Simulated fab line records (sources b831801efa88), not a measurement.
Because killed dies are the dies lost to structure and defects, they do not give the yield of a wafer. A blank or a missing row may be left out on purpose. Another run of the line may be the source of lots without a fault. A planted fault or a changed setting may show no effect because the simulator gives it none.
fab line records	flow sky130
record lots=10	wafers=30	last_day=49
route steps=708 shown VIA1@479 VIA2@513 PAD_OPEN@708
lots that met no fault: taken from a fault-free run of the same line
start_h: hours from the record's first day to the start of the lot's first wafer shown	wait_h: hours from the lot's prior step to this one	" as in the row above	L1.1+2: a row that stands for several wafers	- no value, or no start was given	* or withheld: withheld	< > ~ a bound
route shown NAME@n: a module of which the file shows steps, and the number in the route of the first	usual: the fault-free wafers' mean and standard deviation	same: alike in all rows	chamber/n: place in a boat	sites: each site's reading	_std_site: standard deviation across them	_edge_site: inner sites' mean taken away from outer sites' mean	radius_mm: for every site, how far away it sits from the centre of the wafer	mask NAME#n: copy n	behind: tool/chamber where the wafer was last shaped	hold: cause of the lot's hold/its duration in hours/its outcome	device: whichever transistor did not switch (one of n, p or np)	end of line: the same wafers' tests at the end of the route	where a step has no rows: the recipe by itself	killed: the dies lost at the first sort to structure and to defects; this is not the yield of the wafer	map: shows each die of a wafer: x if killed, . if not, _ if none is there
set.NAME: the setting that was run; set.NAME@STEP: the one run at that earlier step	model.NAME: the simulator's own value behind a step, which no gauge read
one table for each step of the route and one row for each wafer, over a sample of lots
services: a tool's chamber out of use, with start hour (start_h, from the record's first day; less than 0 if before it), hours out, and reason
## steps
# step SKY_VIA1_CVD_21
# recipe material=W	target_thk_nm=270	time_s=80.902	temp_c=400	pressure_torr=40
# usual heater_power_w=876/25
lot.wafer	tool	chamber	start_h	wait_h	heater_power_w
L393.1	cvd_w-01	0	811.12	0.0	893
L393.2	"	1	"	"	884
L393.5	"	0	"	"	842
L394.2	cvd_w-02	1	816.57	0.0	854
L394.3	"	1	"	"	862
L394.6	"	1	"	"	874
L395.1	cvd_w-02	1	829.17	0.0	874
L395.3	"	0	"	"	939
L395.4	"	1	"	"	880
L398.3	cvd_w-01	1	846.50	0.1	868
L398.5	"	1	"	"	844
L398.6	"	0	"	"	866
L402.1	cvd_w-02	1	883.67	0.0	875
L402.3	"	1	"	"	893
L402.4	"	0	"	"	939
L404.2	cvd_w-01	0	915.04	0.0	848
L404.4	"	1	"	"	866
L404.5	"	0	"	"	870
L408.2	cvd_w-01	1	917.21	0.0	869
L408.5	"	0	"	"	879
L408.6	"	1	"	"	861
L409.4	cvd_w-02	0	921.39	0.1	864
L409.5	"	1	"	"	816
L409.6	"	0	"	"	890
L410.1	cvd_w-02	1	932.33	0.0	850
L410.4	"	0	"	"	852
L410.5	"	1	"	"	846
L411.2	cvd_w-01	1	942.41	0.0	866
L411.3	"	0	"	"	870
L411.5	"	0	"	"	843
# step SKY_VIA1_THK_MEAS_23
# recipe thk_meas_gauge=xrf	reads=W_of_VIA1_CVD_21
# usual VIA1_W_THK=270/4.8
lot.wafer	tool	chamber	start_h	wait_h	VIA1_W_THK[nm]
L393.1	film_metro-03	-	811.33	0.1	273
L393.2	"	-	"	"	276
L393.5	"	-	"	"	277
L394.2	film_metro-04	-	816.79	0.1	264
L394.3	"	-	"	"	267
L394.6	"	-	"	"	266
L395.1	film_metro-03	-	829.38	0.1	264
L395.3	"	-	"	"	280
L395.4	"	-	"	"	267
L398.3	film_metro-03	-	846.70	0.1	268
L398.5	"	-	"	"	270
L398.6	"	-	"	"	270
L402.1	film_metro-02	-	883.88	0.1	269
L402.3	"	-	"	"	269
L402.4	"	-	"	"	278
L404.2	film_metro-04	-	915.26	0.1	265
L404.4	"	-	"	"	266
L404.5	"	-	"	"	263
L408.2	film_metro-02	-	917.43	0.1	269
L408.5	"	-	"	"	271
L408.6	"	-	"	"	272
L409.4	film_metro-04	-	921.61	0.1	274
L409.5	"	-	"	"	264
L409.6	"	-	"	"	279
L410.1	film_metro-02	-	932.54	0.1	269
L410.4	"	-	"	"	275
L410.5	"	-	"	"	267
L411.2	film_metro-04	-	942.64	0.1	270
L411.3	"	-	"	"	268
L411.5	"	-	"	"	267
# step SKY_VIA2_COAT_06
# recipe resist=BARC	temp_c=withheld	time_s=withheld	spin_rpm=3000	resist_thk_nm=60
# usual chill_plate_temp_C=*	spin_speed_rpm=2999.8/2.1
lot.wafer	tool	chamber	start_h	wait_h	chill_plate_temp_C	spin_speed_rpm
L393.1	litho_track-04	0	852.63	0.1	*	2995.0
L393.2	"	0	"	"	*	2995.3
L393.5	"	0	"	"	*	2994.5
L394.2	litho_track-01	0	857.24	0.1	*	3000.0
L394.3	"	0	"	"	*	2995.9
L394.6	"	0	"	"	*	2998.8
L395.1	litho_track-02	0	869.33	0.1	*	2999.8
L395.3	"	0	"	"	*	3003.2
L395.4	"	0	"	"	*	2999.3
L398.3	litho_track-01	0	888.17	0.1	*	2996.4
L398.5	"	0	"	"	*	2997.0
L398.6	"	0	"	"	*	3000.5
L402.1	litho_track-01	0	922.12	0.1	*	3002.0
L402.3	"	0	"	"	*	2998.9
L402.4	"	0	"	"	*	3001.8
L404.2	litho_track-01	0	953.10	0.1	*	2679.1
L404.4	"	0	"	"	*	2675.6
L404.5	"	0	"	"	*	2679.1
L408.2	litho_track-01	0	956.45	0.1	*	2671.5
L408.5	"	0	"	"	*	2673.8
L408.6	"	0	"	"	*	2672.0
L409.4	litho_track-04	0	960.85	0.1	*	2998.4
L409.5	"	0	"	"	*	3000.5
L409.6	"	0	"	"	*	3001.1
L410.1	litho_track-04	0	969.43	0.1	*	3002.2
L410.4	"	0	"	"	*	3000.8
L410.5	"	0	"	"	*	3001.5
L411.2	litho_track-04	0	981.60	0.1	*	2998.6
L411.3	"	0	"	"	*	2999.9
L411.5	"	0	"	"	*	3000.2
# step SKY_VIA2_ETCH_14
# recipe chemistry=N2/H2	target=BARC	ion_energy_ev=200	source_w=500	bias_w=100	pressure_mtorr=30	n2_flow_sccm=100	h2_flow_sccm=200	stop_on=SiO2	time_s=45.9	target_depth_a=600
# usual chamber_pressure_mTorr=30.001/0.026	drypump_motor_current_A=5.6/0.43	oes_product_au=0.857/0.0047	throttle_valve_pct=13.225/0.0092
lot.wafer	tool	chamber	start_h	wait_h	chamber_pressure_mTorr	drypump_motor_current_A	oes_product_au	rf_hours_counter_h	throttle_valve_pct
L393.1	rie_diel-04	3	865.38	0.0	29.987	5.4	0.855	4	13.223
L393.2	"	0	"	"	29.997	5.1	0.853	5	13.235
L393.5	"	3	"	"	30.007	5.3	0.851	-	13.211
L394.2	rie_diel-03	1	869.18	0.0	30.023	5.5	0.863	9	13.215
L394.3	"	3	"	"	30.003	5.5	0.854	18	13.233
L394.6	"	0	"	"	30.019	5.8	0.856	-	13.217
L395.1	rie_diel-03	1	883.38	0.0	29.990	5.5	0.857	9	13.235
L395.3	"	2	"	"	30.047	6.4	0.855	9	13.241
L395.4	"	3	"	"	30.021	5.5	0.854	18	13.221
L398.3	rie_diel-04	3	901.43	0.0	29.968	5.3	0.862	5	13.236
L398.5	"	1	"	"	29.997	5.8	0.863	-	13.219
L398.6	"	2	"	"	30.029	5.2	0.856	-	13.212
L402.1	rie_diel-01	2	935.48	0.0	30.053	6.8	0.854	19	13.221
L402.3	"	0	"	"	30.020	5.5	0.859	9	13.222
L402.4	"	1	"	"	29.972	5.3	0.852	14	13.223
L404.2	rie_diel-03	2	965.49	0.0	30.026	6.3	0.884	11	13.229
L404.4	"	0	"	"	30.003	5.8	0.872	23	13.244
L404.5	"	0	"	"	30.021	5.8	0.887	-	13.214
L408.2	rie_diel-03	0	968.38	0.0	29.995	5.9	0.878	24	13.229
L408.5	"	2	"	"	29.969	6.3	0.884	-	13.233
L408.6	"	1	"	"	30.025	5.5	0.890	-	13.218
L409.4	rie_diel-03	1	973.03	0.0	29.982	5.5	0.849	11	13.223
L409.5	"	1	"	"	30.048	5.5	0.853	-	13.236
L409.6	"	2	"	"	29.970	6.3	0.854	-	13.235
L410.1	rie_diel-03	3	981.93	0.0	29.996	5.5	0.851	22	13.227
L410.4	"	3	"	"	29.982	5.5	0.854	-	13.212
L410.5	"	2	"	"	30.037	6.3	0.854	-	13.231
L411.2	rie_diel-03	1	993.58	0.0	30.004	5.5	0.861	12	13.228
L411.3	"	2	"	"	29.991	6.3	0.859	13	13.224
L411.5	"	1	"	"	29.990	5.5	0.852	-	13.224
# step SKY_VIA2_STRIP_16
# recipe chemistry=O2/N2	power_w=1400	pressure_mtorr=1500	platen_temp_c=withheld	o2_flow_sccm=3000	n2_flow_sccm=300	overash_fraction=0.5
# usual chamber_pressure_mTorr=1499.9/1.3	drypump_motor_current_A=5.6/0.43	oes_product_au=0.399/0.0046	strip_time_to_endpoint_s=4.054/0.02
lot.wafer	tool	chamber	start_h	wait_h	chamber_pressure_mTorr	drypump_motor_current_A	oes_product_au	rf_hours_counter_h	strip_time_to_endpoint_s
L393.1	plasma_asher-04	0	865.49	0.0	1503.6	5.8	0.399	45	4.067
L393.2	"	1	"	"	1502.2	6.0	0.395	45	4.016
L393.5	"	0	"	"	1499.0	5.8	0.402	-	4.075
L394.2	plasma_asher-03	1	869.29	0.0	1497.9	5.8	0.397	102	4.095
L394.3	"	1	"	"	1502.2	5.8	0.398	-	4.076
L394.6	"	0	"	"	1501.6	4.9	0.403	-	4.075
L395.1	plasma_asher-04	1	883.49	0.0	1500.3	6.0	0.395	46	4.104
L395.3	"	1	"	"	1501.5	6.0	0.398	-	4.034
L395.4	"	0	"	"	1498.6	5.8	0.403	-	4.060
L398.3	plasma_asher-01	1	901.57	0.1	1499.4	5.9	0.397	-	4.065
L398.5	"	0	"	"	1500.3	5.8	0.392	-	4.030
L398.6	"	1	"	"	1500.7	5.9	0.399	-	4.043
L402.1	plasma_asher-03	1	935.59	0.0	1501.5	5.8	0.403	109	4.053
L402.3	"	1	"	"	1499.9	5.8	0.392	-	4.054
L402.4	"	0	"	"	1499.8	4.9	0.402	-	4.057
L404.2	plasma_asher-01	1	965.59	0.0	1501.2	5.9	0.394	23	4.129
L404.4	"	0	"	"	1499.6	5.8	0.403	-	4.099
L404.5	"	0	"	"	1498.0	5.8	0.398	-	4.091
L408.2	plasma_asher-01	1	968.48	0.0	1500.9	5.9	0.394	23	4.117
L408.5	"	0	"	"	1500.8	5.9	0.399	-	4.102
L408.6	"	1	"	"	1501.0	5.9	0.401	-	4.104
L409.4	plasma_asher-01	1	973.17	0.1	1499.6	5.9	0.401	-	4.049
L409.5	"	1	"	"	1499.6	5.9	0.401	-	4.053
L409.6	"	0	"	"	1499.9	5.8	0.393	-	4.031
L410.1	plasma_asher-03	0	982.04	0.0	1498.2	4.9	0.395	114	4.024
L410.4	"	1	"	"	1499.9	5.8	0.406	-	4.063
L410.5	"	1	"	"	1497.1	5.8	0.391	-	4.043
L411.2	plasma_asher-01	0	993.68	0.0	1501.5	5.9	0.399	26	4.057
L411.3	"	0	"	"	1499.5	5.8	0.394	-	4.056
L411.5	"	1	"	"	1497.5	5.9	0.392	-	4.041
# step SKY_VIA2_SPUTTER_20
# recipe material=TiN	target_thk_nm=20	chamber_pressure_pa=5	power_w=4000	time_s=80
# usual throttle_valve_pct=29.9/1
lot.wafer	tool	chamber	start_h	wait_h	throttle_valve_pct
L393.1	pvd_sputter-04	-	866.12	0.0	31.6
L393.2	"	-	"	"	29.2
L393.5	"	-	"	"	31.9
L394.2	pvd_sputter-04	-	869.89	0.0	29.3
L394.3	"	-	"	"	29.1
L394.6	"	-	"	"	29.3
L395.1	pvd_sputter-02	-	884.12	0.0	28.1
L395.3	"	-	"	"	30.1
L395.4	"	-	"	"	31.2
L398.3	pvd_sputter-02	-	902.12	0.0	28.2
L398.5	"	-	"	"	28.4
L398.6	"	-	"	"	31.0
L402.1	pvd_sputter-03	-	936.53	0.0	28.9
L402.3	"	-	"	"	30.3
L402.4	"	-	"	"	28.8
L404.2	pvd_sputter-03	-	966.18	0.0	30.6
L404.4	"	-	"	"	29.0
L404.5	"	-	"	"	30.4
L408.2	pvd_sputter-03	-	969.07	0.0	31.0
L408.5	"	-	"	"	29.0
L408.6	"	-	"	"	30.9
L409.4	pvd_sputter-02	-	973.72	0.0	28.3
L409.5	"	-	"	"	30.9
L409.6	"	-	"	"	30.4
L410.1	pvd_sputter-04	-	982.64	0.0	29.0
L410.4	"	-	"	"	29.0
L410.5	"	-	"	"	29.1
L411.2	pvd_sputter-04	-	994.38	0.0	31.8
L411.3	"	-	"	"	29.7
L411.5	"	-	"	"	28.9
# step SKY_PAD_OPEN_PROBE_99
# usual defect_limited_yield=82.4/2.2	killed_at_M0_to_M3=44/7.7	killed_at_M4_up=3.2/1.7	killed_at_contacts=24/5.3	killed_at_front_end=15/4.3	killed_at_other=0.3/0.57	killed_dies=87/11	killed_open=47/7.4	killed_short=40/6.5	sort_bin_3_pad_short=0.8/0.4	sort_bin_5_function=10.5/1.6	sort_bin_6_memory=6.3/1.2	sort_n_pass=405/11	sort_yield_pct=82.4/2.2
# same gross_dies=492	killed_at_back_side=0	sort_bin_4_leakage[%]=0	sort_bin_8_speed[%]=0
lot.wafer	tool	chamber	start_h	wait_h	defect_limited_yield[%]	killed_at_M0_to_M3	killed_at_M4_up	killed_at_contacts	killed_at_front_end	killed_at_other	killed_dies	killed_open	killed_short	sort_bin_3_pad_short[%]	sort_bin_5_function[%]	sort_bin_6_memory[%]	sort_n_pass	sort_yield_pct[%]
L393.1	prober-02	-	1090.73	0.1	82.9	43	2	25	14	0	84	43	41	0.8	11.2	5.1	408	82.9
L393.2	prober-02	-	1090.78	0.1	82.7	45	4	24	12	0	85	48	36	0.6	10.4	6.3	407	82.7
L393.5	prober-02	-	1090.93	0.2	83.3	42	3	23	13	1	82	42	39	0	11.6	5.1	410	83.3
L394.2	prober-01	-	1091.25	0.1	84.6	39	1	29	6	1	76	41	35	0.2	7.9	7.3	416	84.6
L394.3	prober-01	-	1091.30	0.2	81.1	39	4	29	20	1	93	45	48	1.0	11.6	6.3	399	81.1
L394.6	prober-01	-	1091.45	0.2	78.3	58	6	25	18	0	107	57	50	1.2	14.2	6.3	385	78.3
L395.1	prober-02	-	1102.60	0.1	81.1	51	7	22	12	1	93	52	41	1.4	11.2	6.3	399	81.1
L395.3	prober-02	-	1102.70	0.2	80.1	47	5	25	20	1	98	60	38	0.8	10.8	8.3	394	80.1
L395.4	prober-02	-	1102.75	0.2	83.5	38	4	25	14	0	81	48	33	0.6	10.8	5.1	411	83.5
L398.3	prober-01	-	1117.47	0.2	78.9	48	2	34	20	0	104	52	52	1.8	13.0	6.3	388	78.9
L398.5	prober-01	-	1117.57	0.2	82.9	43	2	22	16	1	84	49	35	0.4	9.1	7.5	408	82.9
L398.6	prober-01	-	1117.62	0.2	80.7	47	4	25	19	0	95	54	41	0.6	12.0	6.7	397	80.7
L402.1	prober-01	-	1144.20	0.1	81.5	40	5	26	20	0	91	56	35	1.0	11.0	6.5	401	81.5
L402.3	prober-01	-	1144.30	0.2	84.6	32	5	23	16	0	76	41	35	1.2	8.3	5.9	416	84.6
L402.4	prober-01	-	1144.35	0.2	82.3	51	3	18	15	0	87	50	37	1.0	10.6	6.1	405	82.3
L404.2	prober-02	-	1167.94	0.1	82.3	42	3	27	15	0	87	43	44	0.6	11.2	5.9	405	82.3
L404.4	prober-02	-	1168.04	0.2	86.2	35	0	22	11	0	68	41	27	0.8	9.1	3.9	424	86.2
L404.5	prober-02	-	1168.09	0.2	82.9	46	4	23	11	0	84	43	41	1.2	10.2	5.7	408	82.9
L408.2	prober-01	-	1169.60	0.1	78.5	47	5	33	20	1	106	57	49	1.4	12.6	7.5	386	78.5
L408.5	prober-01	-	1169.75	0.2	80.3	48	3	26	20	0	97	59	37	0.6	11.2	7.9	395	80.3
L408.6	prober-01	-	1169.80	0.2	83.9	39	2	20	18	0	79	46	33	0.8	9.6	5.7	413	83.9
L409.4	prober-02	-	1172.25	0.2	82.5	50	2	19	15	0	86	40	46	1.4	9.1	6.9	406	82.5
L409.5	prober-02	-	1172.30	0.2	82.9	50	3	14	17	0	84	39	45	1.0	11.0	5.1	408	82.9
L409.6	prober-02	-	1172.35	0.2	84.6	32	3	25	16	0	76	36	40	0.6	9.3	5.5	416	84.6
L410.1	prober-01	-	1179.55	0.1	81.1	42	3	31	16	1	93	55	36	0.4	12.0	6.5	399	81.1
L410.4	prober-01	-	1179.70	0.2	83.5	31	2	30	18	0	81	42	39	1.2	7.7	7.5	411	83.5
L410.5	prober-01	-	1179.75	0.2	81.7	46	3	21	20	0	90	47	43	1.0	10.0	7.3	402	81.7
L411.2	prober-02	-	1187.59	0.1	84.1	38	3	16	21	0	78	33	45	1.0	8.9	5.9	414	84.1
L411.3	prober-02	-	1187.64	0.2	82.5	49	0	16	21	0	86	40	46	1.2	10.2	6.1	406	82.5
L411.5	prober-02	-	1187.74	0.2	82.7	36	3	31	15	0	85	49	36	0.4	10.2	6.7	407	82.7
# killed by level:class
L393.1 METAL1:geometric_particle:short=10 CONTACT:geometric_particle:open=9 VIA1:geometric_particle:open=8 LI_CONTACT:geometric_particle:open=6 METAL2:geometric_particle:short=5 CONTACT:geometric_particle:short=5 VIA2:geometric_particle:open=4 VIA1:geometric_particle:short=4
L393.2 VIA1:geometric_particle:open=10 CONTACT:geometric_particle:open=9 VIA3:geometric_particle:open=8 METAL1:geometric_particle:short=6 LI_CONTACT:geometric_particle:open=5 LOCAL_INTERCONNECT:geometric_particle:short=5 VIA1:geometric_particle:short=5 VIA2:geometric_particle:open=5
L393.5 CONTACT:geometric_particle:open=11 LI_CONTACT:geometric_particle:open=8 VIA1:geometric_particle:open=7 METAL2:geometric_particle:short=6 VIA2:geometric_particle:open=6 FIELD_ISO:geometric_particle:short=5 VIA3:geometric_particle:short=5 METAL1:geometric_particle:short=4
L394.2 CONTACT:geometric_particle:open=9 LI_CONTACT:geometric_particle:open=8 VIA1:geometric_particle:open=8 METAL2:geometric_particle:short=7 VIA2:geometric_particle:open=6 CONTACT:geometric_particle:short=5 VIA2:geometric_particle:short=5 LOCAL_INTERCONNECT:geometric_particle:short=4
L394.3 LI_CONTACT:geometric_particle:open=7 CONTACT:geometric_particle:open=7 CONTACT:geometric_particle:short=7 FIELD_ISO:geometric_particle:open=6 VIA1:geometric_particle:short=6 METAL2:geometric_particle:short=6 METAL3:geometric_particle:short=6 FIELD_ISO:geometric_particle:short=5
L394.6 VIA1:geometric_particle:open=12 CONTACT:geometric_particle:open=11 METAL1:geometric_particle:short=9 METAL2:geometric_particle:short=8 VIA2:geometric_particle:open=8 LI_CONTACT:geometric_particle:open=7 VIA1:geometric_particle:short=6 FIELD_ISO:geometric_particle:open=5
L395.1 METAL2:geometric_particle:short=11 VIA1:geometric_particle:open=10 VIA2:geometric_particle:open=10 CONTACT:geometric_particle:open=9 POLY_GATE:geometric_particle:open=7 VIA3:geometric_particle:open=6 METAL4:geometric_particle:short=6 VIA2:geometric_particle:short=5
L395.3 VIA3:geometric_particle:open=11 VIA1:geometric_particle:open=9 VIA2:geometric_particle:open=8 FIELD_ISO:geometric_particle:open=7 CONTACT:geometric_particle:open=7 LI_CONTACT:geometric_particle:open=6 CONTACT:geometric_particle:short=5 METAL1:geometric_particle:short=4
L395.4 CONTACT:geometric_particle:open=9 VIA3:geometric_particle:open=7 VIA2:geometric_particle:open=7 LI_CONTACT:geometric_particle:open=7 CONTACT:geometric_particle:short=7 METAL2:geometric_particle:short=6 VIA1:geometric_particle:open=5 FIELD_ISO:geometric_particle:open=4
L398.3 LI_CONTACT:geometric_particle:open=11 VIA2:geometric_particle:open=10 FIELD_ISO:geometric_particle:open=9 METAL1:geometric_particle:short=9 CONTACT:geometric_particle:short=8 VIA1:geometric_particle:open=7 FIELD_ISO:geometric_particle:short=5 LI_CONTACT:geometric_particle:short=5
L398.5 VIA1:geometric_particle:open=11 CONTACT:geometric_particle:short=9 VIA2:geometric_particle:open=9 LI_CONTACT:geometric_particle:open=5 METAL1:geometric_particle:short=5 VIA3:geometric_particle:open=5 FIELD_ISO:geometric_particle:open=4 POLY_GATE:geometric_particle:short=4
L398.6 CONTACT:geometric_particle:open=12 VIA1:geometric_particle:open=11 FIELD_ISO:geometric_particle:open=7 LI_CONTACT:geometric_particle:open=7 VIA1:geometric_particle:short=6 METAL2:geometric_particle:short=6 VIA2:geometric_particle:open=5 CONTACT:geometric_particle:short=4
L402.1 CONTACT:geometric_particle:open=12 FIELD_ISO:geometric_particle:open=9 VIA1:geometric_particle:open=9 VIA2:geometric_particle:open=7 METAL4:geometric_particle:short=5 LI_CONTACT:geometric_particle:short=4 LI_CONTACT:geometric_particle:open=4 LOCAL_INTERCONNECT:geometric_particle:short=4
L402.3 CONTACT:geometric_particle:open=11 FIELD_ISO:geometric_particle:short=6 VIA1:geometric_particle:open=6 METAL1:geometric_particle:short=5 VIA3:geometric_particle:open=5 LI_CONTACT:geometric_particle:open=4 CONTACT:geometric_particle:short=4 VIA2:geometric_particle:open=4
L402.4 VIA1:geometric_particle:open=15 VIA2:geometric_particle:open=8 VIA3:geometric_particle:open=7 FIELD_ISO:geometric_particle:short=6 METAL1:geometric_particle:short=5 FIELD_ISO:geometric_particle:open=4 LI_CONTACT:geometric_particle:open=4 CONTACT:geometric_particle:open=4
L404.2 VIA1:geometric_particle:open=8 CONTACT:geometric_particle:open=8 LOCAL_INTERCONNECT:geometric_particle:short=7 METAL1:geometric_particle:short=7 VIA2:geometric_particle:open=6 LI_CONTACT:geometric_particle:open=5 METAL2:geometric_particle:short=5 VIA3:geometric_particle:open=5
L404.4 LI_CONTACT:geometric_particle:open=10 VIA1:geometric_particle:open=10 CONTACT:geometric_particle:open=7 POLY_GATE:geometric_particle:short=5 METAL3:geometric_particle:short=5 POLY_GATE:geometric_particle:open=4 VIA3:geometric_particle:open=4 LI_CONTACT:geometric_particle:short=3
L404.5 VIA3:geometric_particle:open=10 VIA1:geometric_particle:open=9 VIA1:geometric_particle:short=8 CONTACT:geometric_particle:open=7 LI_CONTACT:geometric_particle:open=6 POLY_GATE:geometric_particle:open=5 LI_CONTACT:geometric_particle:short=4 VIA2:geometric_particle:short=4
L408.2 VIA1:geometric_particle:open=14 CONTACT:geometric_particle:open=13 LI_CONTACT:geometric_particle:open=9 VIA3:geometric_particle:open=8 CONTACT:geometric_particle:short=7 METAL1:geometric_particle:short=6 VIA1:geometric_particle:short=6 METAL2:geometric_particle:short=6
L408.5 VIA1:geometric_particle:open=15 LI_CONTACT:geometric_particle:open=10 CONTACT:geometric_particle:open=8 VIA2:geometric_particle:open=7 FIELD_ISO:geometric_particle:open=6 METAL1:geometric_particle:short=6 LOCAL_INTERCONNECT:geometric_particle:short=5 METAL2:geometric_particle:short=4
L408.6 VIA1:geometric_particle:open=10 CONTACT:geometric_particle:open=9 FIELD_ISO:geometric_particle:open=8 METAL1:geometric_particle:short=8 FIELD_ISO:geometric_particle:short=6 LI_CONTACT:geometric_particle:open=5 VIA3:geometric_particle:open=5 VIA1:geometric_particle:short=4
L409.4 VIA1:geometric_particle:open=10 VIA3:geometric_particle:open=8 VIA3:geometric_particle:short=7 METAL1:geometric_particle:short=6 CONTACT:geometric_particle:open=6 VIA1:geometric_particle:short=5 FIELD_ISO:geometric_particle:short=4 FIELD_ISO:geometric_particle:open=4
L409.5 VIA1:geometric_particle:open=13 VIA2:geometric_particle:open=7 VIA3:geometric_particle:short=7 POLY_GATE:geometric_particle:short=6 VIA3:geometric_particle:open=6 METAL1:geometric_particle:short=6 FIELD_ISO:geometric_particle:short=4 POLY_GATE:geometric_particle:open=4
L409.6 LI_CONTACT:geometric_particle:open=10 FIELD_ISO:geometric_particle:short=6 LOCAL_INTERCONNECT:geometric_particle:short=6 METAL1:geometric_particle:short=6 VIA1:geometric_particle:open=6 VIA2:geometric_particle:open=5 FIELD_ISO:geometric_particle:open=4 POLY_GATE:geometric_particle:open=4
L410.1 VIA1:geometric_particle:open=11 LI_CONTACT:geometric_particle:open=10 VIA3:geometric_particle:open=9 CONTACT:geometric_particle:open=8 VIA2:geometric_particle:open=7 METAL2:geometric_particle:short=7 CONTACT:geometric_particle:short=6 FIELD_ISO:geometric_particle:short=5
L410.4 CONTACT:geometric_particle:open=11 CONTACT:geometric_particle:short=7 VIA3:geometric_particle:open=7 LI_CONTACT:geometric_particle:short=5 VIA2:geometric_particle:open=5 POLY_GATE:geometric_particle:short=4 LOCAL_INTERCONNECT:geometric_particle:short=4 VIA1:geometric_particle:open=4
L410.5 CONTACT:geometric_particle:open=11 METAL1:geometric_particle:short=8 VIA3:geometric_particle:open=7 VIA1:geometric_particle:open=6 POLY_GATE:geometric_particle:open=5 LI_CONTACT:geometric_particle:open=5 VIA1:geometric_particle:short=5 VIA2:geometric_particle:open=5
L411.2 METAL1:geometric_particle:short=9 FIELD_ISO:geometric_particle:short=8 VIA1:geometric_particle:open=7 VIA3:geometric_particle:open=7 FIELD_ISO:geometric_particle:open=5 POLY_GATE:geometric_particle:short=5 LOCAL_INTERCONNECT:geometric_particle:short=5 METAL2:geometric_particle:short=5
L411.3 VIA1:geometric_particle:open=15 METAL2:geometric_particle:short=10 FIELD_ISO:geometric_particle:short=8 CONTACT:geometric_particle:open=7 VIA2:geometric_particle:short=6 POLY_GATE:geometric_particle:short=4 VIA2:geometric_particle:open=4 VIA3:geometric_particle:short=4
L411.5 VIA1:geometric_particle:open=9 VIA3:geometric_particle:open=8 FIELD_ISO:geometric_particle:open=7 LOCAL_INTERCONNECT:geometric_particle:short=7 CONTACT:geometric_particle:open=7 LI_CONTACT:geometric_particle:open=6 LI_CONTACT:geometric_particle:short=5 CONTACT:geometric_particle:short=4
## services
tool	chamber	start_h	hours	kind
rie_diel-04	0	798.25	3.8	repair
pvd_sputter-04	-	808.24	1.2	repair
cvd_w-01	-	808.44	0.9	repair
plasma_asher-03	-	810.41	15.6	pm
pvd_sputter-04	-	823.10	12.2	repair
rie_diel-03	-	830.79	0.3	repair
rie_diel-04	1	834.52	3.9	repair
pvd_sputter-03	-	835.45	1.4	repair
cvd_w-02	0	845.29	35.8	repair
plasma_asher-04	-	862.59	1.2	repair
rie_diel-03	3	864.91	2.5	repair
plasma_asher-04	-	896.03	11.7	repair
rie_diel-03	1	899.09	13.5	repair
rie_diel-04	-	901.67	0.4	repair
cvd_w-02	-	904.00	14.0	pm
plasma_asher-01	-	918.05	0.6	repair
pvd_sputter-04	-	925.88	7.3	repair
pvd_sputter-02	-	945.25	1.4	repair
plasma_asher-04	-	951.16	5.2	repair
pvd_sputter-02	-	954.11	7.1	repair
rie_diel-03	-	954.97	0.3	repair
plasma_asher-04	-	957.84	2.2	repair
rie_diel-04	2	974.19	9.8	repair
rie_diel-04	0	981.65	4.8	repair
## key
first_sign step=SKY_VIA2_COAT_06	reading=spin_speed_rpm	direction=down	sigmas=99+	usual=2999.8	struck=2675.2
effect step=SKY_VIA2_ETCH_14	reading=oes_product_au	direction=up	sigmas=5.5	usual=0.857	struck=0.882
effect step=SKY_VIA2_STRIP_16	reading=strip_time_to_endpoint_s	direction=up	sigmas=2.7	usual=*	struck=*
met_at SKY_VIA2_COAT_06
struck_lots L404,L408
not_acting_at SKY_VIA1_CVD_21,SKY_VIA1_THK_MEAS_23,SKY_VIA2_SPUTTER_20
onset_between 922.12 953.10
fault kind=process_parameter_drift	tool=litho_track-01	chamber=-	onset_h=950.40	steps=SKY_VIA2_COAT_06	channel=spin_rpm	offset=-325.29	shape=step	end_h=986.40	acts_in=these_recipes_only	stated=3000
